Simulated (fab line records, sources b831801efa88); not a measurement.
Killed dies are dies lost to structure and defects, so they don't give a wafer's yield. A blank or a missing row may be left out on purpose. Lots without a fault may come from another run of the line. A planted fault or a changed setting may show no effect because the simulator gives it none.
Chamber matching | flow sfq_line | SFQ_TRILAYER_I0_CMP_CMP_028 on cmp-01: 4 sister chambers
The step polishes SiO2. 4 wafers are shown with their chamber, then 7 later ones without.

WAFERS WITH THEIR CHAMBER
wafer  | chamber | motor_current_A (A)
L379.4 | 1       | 10.0
L390.5 | 0       | 8.8
L391.4 | 3       | 10.5
L391.5 | 2       | 10.5

WAFERS WITHOUT THEIR CHAMBER
wafer  | motor_current_A (A)
L391.6 | 9.6
L394.1 | 9.9
L394.4 | 10.5
L394.5 | 9.7
L398.2 | 9.0
L398.4 | 11.0
L398.5 | 9.2

WHICH CHAMBER EACH WENT THROUGH
wafer  | from the rows above               | in truth
L391.6 | can't be placed: 1 or 0 or 2 or 3 | 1
L394.1 | can't be placed: 1 or 2 or 3      | 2
L394.4 | can't be placed: 2 or 3 or 1      | 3
L394.5 | can't be placed: 1 or 2 or 3 or 0 | 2
L398.2 | 0                                 | 0
L398.4 | can't be placed: 2 or 3 or 1      | 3
L398.5 | can't be placed: 0 or 1           | 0
Placed correctly: 1 of 7. Can't be placed from these rows: 6 (the true chamber is among the candidates in 6). Placed wrongly: 0.
How it was worked out, from the rows above alone: a wafer's distance from a chamber is the root of the sum, over the readings, of the square of ((its reading less the chamber's mean) divided by the reading's scatter). The wafer belongs to the nearest chamber; if the next one is less than 2 further off, it can't be placed. A chamber's mean is the mean of its shown wafers. The scatter: with one shown wafer a chamber, the root of the mean of the squares of how far each hidden wafer lies from its nearest shown one.
